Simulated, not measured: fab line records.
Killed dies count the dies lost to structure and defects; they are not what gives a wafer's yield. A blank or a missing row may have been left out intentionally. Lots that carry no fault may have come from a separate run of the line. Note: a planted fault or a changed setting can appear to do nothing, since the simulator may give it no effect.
The tool behind it: which one? / flow gf180mcu / Sampling: 15 lots, 45 wafers, 4 of 602 route steps

WHAT EACH GAUGE READ, for each wafer
GF_CONTACT_BOW_MEAS_05. Usual: CONTACT_BOW typically reads 65 um, with standard deviation 6.3.
lot=L378; measured=day 15 01:46; on=film-metro-04; CONTACT_BOW (um)=67 64 56; flag=
lot=L380; measured=day 15 19:08; on=film-metro-04; CONTACT_BOW (um)=65 65 66; flag=
lot=L381; measured=day 16 00:43; on=film-metro-02; CONTACT_BOW (um)=76 68 60; flag=
lot=L382; measured=day 16 15:52; on=film-metro-02; CONTACT_BOW (um)=63 54 62; flag=
lot=L383; measured=day 16 21:32; on=film-metro-01; CONTACT_BOW (um)=67 70 72; flag=
lot=L384; measured=day 17 08:25; on=film-metro-04; CONTACT_BOW (um)=59 74 69; flag=
lot=L387; measured=day 18 14:30; on=film-metro-01; CONTACT_BOW (um)=66 77 58; flag=
lot=L389; measured=day 19 08:22; on=film-metro-04; CONTACT_BOW (um)=59 70 66; flag=
lot=L391; measured=day 19 20:56; on=film-metro-02; CONTACT_BOW (um)=65 54 66; flag=
lot=L392; measured=day 20 08:22; on=film-metro-02; CONTACT_BOW (um)=67 67 53; flag=
lot=L393; measured=day 20 14:13; on=film-metro-04; CONTACT_BOW (um)=63 67 66; flag=
lot=L394; measured=day 20 23:13; on=film-metro-01; CONTACT_BOW (um)=69 72 77; flag=
lot=L395; measured=day 21 05:43; on=film-metro-01; CONTACT_BOW (um)=63 70 80; flag=
lot=L396; measured=day 21 12:28; on=film-metro-04; CONTACT_BOW (um)=73 66 70; flag=
lot=L397; measured=day 22 01:17; on=film-metro-01; CONTACT_BOW (um)=68 59 52; flag=

EACH LOT AND THE TOOL THAT RAN IT (in order: tool; ch and the chambers of the sampled wafers; start)
lot=L378; GF_STI_PEB_10=litho-track-04 ch 0, day 2 02:08; GF_SAB_CVD_00=pecvd-04 ch 0,1,2, day 14 02:58; GF_SALICIDE_RTA_06=rtp-anneal-01 ch 0, day 15 00:56
lot=L380; GF_STI_PEB_10=litho-track-03 ch 0, day 2 11:17; GF_SAB_CVD_00=pecvd-03 ch 0,1,2, day 14 20:01; GF_SALICIDE_RTA_06=rtp-anneal-01 ch 0, day 15 18:07
lot=L381; GF_STI_PEB_10=litho-track-02 ch 0, day 2 16:11; GF_SAB_CVD_00=pecvd-02 ch 0,1,2, day 15 01:37; GF_SALICIDE_RTA_06=rtp-anneal-02 ch 0, day 15 23:53
lot=L382; GF_STI_PEB_10=litho-track-02 ch 0, day 2 22:56; GF_SAB_CVD_00=pecvd-03 ch 0,1, day 15 15:49; GF_SALICIDE_RTA_06=rtp-anneal-01 ch 0, day 16 14:54
lot=L383; GF_STI_PEB_10=litho-track-02 ch 0, day 3 03:11; GF_SAB_CVD_00=pecvd-04 ch 0,1,2, day 15 21:25; GF_SALICIDE_RTA_06=rtp-anneal-02 ch 0, day 16 20:38
lot=L384; GF_STI_PEB_10=litho-track-04 ch 0, day 3 07:05; GF_SAB_CVD_00=pecvd-04 ch 0,1, day 16 08:37; GF_SALICIDE_RTA_06=rtp-anneal-01 ch 0, day 17 07:35
lot=L387; GF_STI_PEB_10=litho-track-04 ch 0, day 3 23:43; GF_SAB_CVD_00=pecvd-03 ch 0,2, day 17 13:37; GF_SALICIDE_RTA_06=rtp-anneal-01 ch 0, day 18 13:40
lot=L389; GF_STI_PEB_10=litho-track-04 ch 0, day 4 11:54; GF_SAB_CVD_00=pecvd-02 ch 0,2, day 18 06:43; GF_SALICIDE_RTA_06=rtp-anneal-02 ch 0, day 19 07:32
lot=L391; GF_STI_PEB_10=litho-track-03 ch 0, day 4 19:54; GF_SAB_CVD_00=pecvd-03 ch 0,1, day 18 19:43; GF_SALICIDE_RTA_06=rtp-anneal-01 ch 0, day 19 20:07
lot=L392; GF_STI_PEB_10=litho-track-03 ch 0, day 5 00:20; GF_SAB_CVD_00=pecvd-02 ch 0,2, day 19 07:19; GF_SALICIDE_RTA_06=rtp-anneal-01 ch 0, day 20 07:32
lot=L393; GF_STI_PEB_10=litho-track-04 ch 0, day 5 06:14; GF_SAB_CVD_00=pecvd-03 ch 0,1, day 19 12:07; GF_SALICIDE_RTA_06=rtp-anneal-01 ch 0, day 20 13:02
lot=L394; GF_STI_PEB_10=litho-track-03 ch 0, day 5 12:10; GF_SAB_CVD_00=pecvd-04 ch 0,1,2, day 19 22:07; GF_SALICIDE_RTA_06=rtp-anneal-01 ch 0, day 20 22:17
lot=L395; GF_STI_PEB_10=litho-track-03 ch 0, day 5 16:32; GF_SAB_CVD_00=pecvd-04 ch 1,2, day 20 04:49; GF_SALICIDE_RTA_06=rtp-anneal-02 ch 0, day 21 04:53
lot=L396; GF_STI_PEB_10=litho-track-03 ch 0, day 5 21:43; GF_SAB_CVD_00=pecvd-04 ch 0,2, day 20 11:16; GF_SALICIDE_RTA_06=rtp-anneal-01 ch 0, day 21 11:38
lot=L397; GF_STI_PEB_10=litho-track-04 ch 0, day 6 03:08; GF_SAB_CVD_00=pecvd-02 ch 0,1, day 21 00:15; GF_SALICIDE_RTA_06=rtp-anneal-02 ch 0, day 22 00:27
- GF_STI_PEB_10: peb time 90 s.
- GF_SAB_CVD_00: deposits SiO2 from TEOS, target thk 50 nm, time 4.9302 s.
- GF_SALICIDE_RTA_06: time 30 s.

WHAT THE TOOLS THEMSELVES READ (means of the sampled wafers that have a number; where no wafer has one, the mark that the record gives instead)
GF_STI_PEB_10. Usual: heater-power-total-W at 85.69 W, with a standard deviation of 0.086.
lot=L378; tool=litho-track-04; heater-power-total-W (W)=85.75; flag=
lot=L380; tool=litho-track-03; heater-power-total-W (W)=85.65; flag=
lot=L381; tool=litho-track-02; heater-power-total-W (W)=85.76; flag=
lot=L382; tool=litho-track-02; heater-power-total-W (W)=85.60; flag=
lot=L383; tool=litho-track-02; heater-power-total-W (W)=85.64; flag=
lot=L384; tool=litho-track-04; heater-power-total-W (W)=85.70; flag=
lot=L387; tool=litho-track-04; heater-power-total-W (W)=85.75; flag=
lot=L389; tool=litho-track-04; heater-power-total-W (W)=85.76; flag=
lot=L391; tool=litho-track-03; heater-power-total-W (W)=85.68; flag=
lot=L392; tool=litho-track-03; heater-power-total-W (W)=85.69; flag=
lot=L393; tool=litho-track-04; heater-power-total-W (W)=85.65; flag=
lot=L394; tool=litho-track-03; heater-power-total-W (W)=87.98; flag=OFF
lot=L395; tool=litho-track-03; heater-power-total-W (W)=87.94; flag=OFF
lot=L396; tool=litho-track-03; heater-power-total-W (W)=87.91; flag=OFF
lot=L397; tool=litho-track-04; heater-power-total-W (W)=85.68; flag=

GF_SAB_CVD_00. Usual: heater-power-w at 635 W, with a standard deviation of 81.
lot=L378; tool=pecvd-04; heater-power-w (W)=617; flag=
lot=L380; tool=pecvd-03; heater-power-w (W)=629; flag=
lot=L381; tool=pecvd-02; heater-power-w (W)=641; flag=
lot=L382; tool=pecvd-03; heater-power-w (W)=711; flag=
lot=L383; tool=pecvd-04; heater-power-w (W)=605; flag=
lot=L384; tool=pecvd-04; heater-power-w (W)=659; flag=
lot=L387; tool=pecvd-03; heater-power-w (W)=593; flag=
lot=L389; tool=pecvd-02; heater-power-w (W)=587; flag=
lot=L391; tool=pecvd-03; heater-power-w (W)=735; flag=
lot=L392; tool=pecvd-02; heater-power-w (W)=595; flag=
lot=L393; tool=pecvd-03; heater-power-w (W)=664; flag=
lot=L394; tool=pecvd-04; heater-power-w (W)=672; flag=
lot=L395; tool=pecvd-04; heater-power-w (W)=596; flag=
lot=L396; tool=pecvd-04; heater-power-w (W)=617; flag=
lot=L397; tool=pecvd-02; heater-power-w (W)=699; flag=

GF_SALICIDE_RTA_06. Usual: anneal-temp-c-max 532.0, standard deviation 0.59; lamp-power-pct 5.7 %, standard deviation 0.75; wafer_temp_C_max 532.5, standard deviation 0.96.
lot=L378; tool=rtp-anneal-01; anneal-temp-c-max=532.3; lamp-power-pct (%)=5.2; wafer_temp_C_max=531.6; flag=
lot=L380; tool=rtp-anneal-01; anneal-temp-c-max=532.8; lamp-power-pct (%)=5.2; wafer_temp_C_max=531.9; flag=
lot=L381; tool=rtp-anneal-02; anneal-temp-c-max=531.3; lamp-power-pct (%)=6.8; wafer_temp_C_max=532.8; flag=
lot=L382; tool=rtp-anneal-01; anneal-temp-c-max=531.8; lamp-power-pct (%)=5.2; wafer_temp_C_max=531.8; flag=
lot=L383; tool=rtp-anneal-02; anneal-temp-c-max=531.8; lamp-power-pct (%)=6.8; wafer_temp_C_max=533.9; flag=
lot=L384; tool=rtp-anneal-01; anneal-temp-c-max=532.5; lamp-power-pct (%)=5.2; wafer_temp_C_max=532.1; flag=
lot=L387; tool=rtp-anneal-01; anneal-temp-c-max=532.1; lamp-power-pct (%)=5.2; wafer_temp_C_max=532.1; flag=
lot=L389; tool=rtp-anneal-02; anneal-temp-c-max=531.2; lamp-power-pct (%)=6.8; wafer_temp_C_max=533.2; flag=
lot=L391; tool=rtp-anneal-01; anneal-temp-c-max=531.9; lamp-power-pct (%)=5.2; wafer_temp_C_max=532.0; flag=
lot=L392; tool=rtp-anneal-01; anneal-temp-c-max=532.8; lamp-power-pct (%)=5.2; wafer_temp_C_max=532.0; flag=
lot=L393; tool=rtp-anneal-01; anneal-temp-c-max=532.1; lamp-power-pct (%)=5.2; wafer_temp_C_max=532.0; flag=
lot=L394; tool=rtp-anneal-01; anneal-temp-c-max=532.2; lamp-power-pct (%)=5.2; wafer_temp_C_max=531.9; flag=
lot=L395; tool=rtp-anneal-02; anneal-temp-c-max=531.6; lamp-power-pct (%)=6.8; wafer_temp_C_max=533.2; flag=
lot=L396; tool=rtp-anneal-01; anneal-temp-c-max=532.2; lamp-power-pct (%)=5.2; wafer_temp_C_max=531.2; flag=
lot=L397; tool=rtp-anneal-02; anneal-temp-c-max=531.6; lamp-power-pct (%)=6.8; wafer_temp_C_max=533.5; flag=

THE ANSWER, worked out from the rows above alone
Rule: a lot counts as off when the mean over its wafers that have a number is more than 3 standard deviations away from the usual mean. Also off: a lot with no number at a reading for which 4 or more lots have one. The other lots that the step has rows for count as sound. After the gauges, taken in route order, come the tools' own readings; for these a lot's mean is taken, as printed above. The first step at which some lot is off is used, and at that step the reading that is off furthest; a lot without a number counts as furthest.
Off at GF_STI_PEB_10 (heater-power-total-W): L394, L395, L396.
A tool fits if, at that step or a process step before it, it ran every lot that is off, and no sound lot after the first of them. One candidate fits, namely litho-track-03 at GF_STI_PEB_10. A fault onset in the window from L392 (day 5 00:20, its last sound lot) to L394 (day 5 12:10, its first lot off) fits.
The tool's own readings at GF_STI_PEB_10 bear it out: on the lots that are off they differ by more than 5 times the standard deviation of the sound lots' means. heater-power-total-W reads 87.94 W there against 85.69 W on the sound lots.

WHAT WAS PUT IN BY THE SIMULATOR
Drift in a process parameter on litho-track-03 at GF_STI_PEB_10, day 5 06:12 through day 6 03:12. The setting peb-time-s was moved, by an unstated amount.
Lots struck among those shown: L394, L395, L396. The rule above found the same.
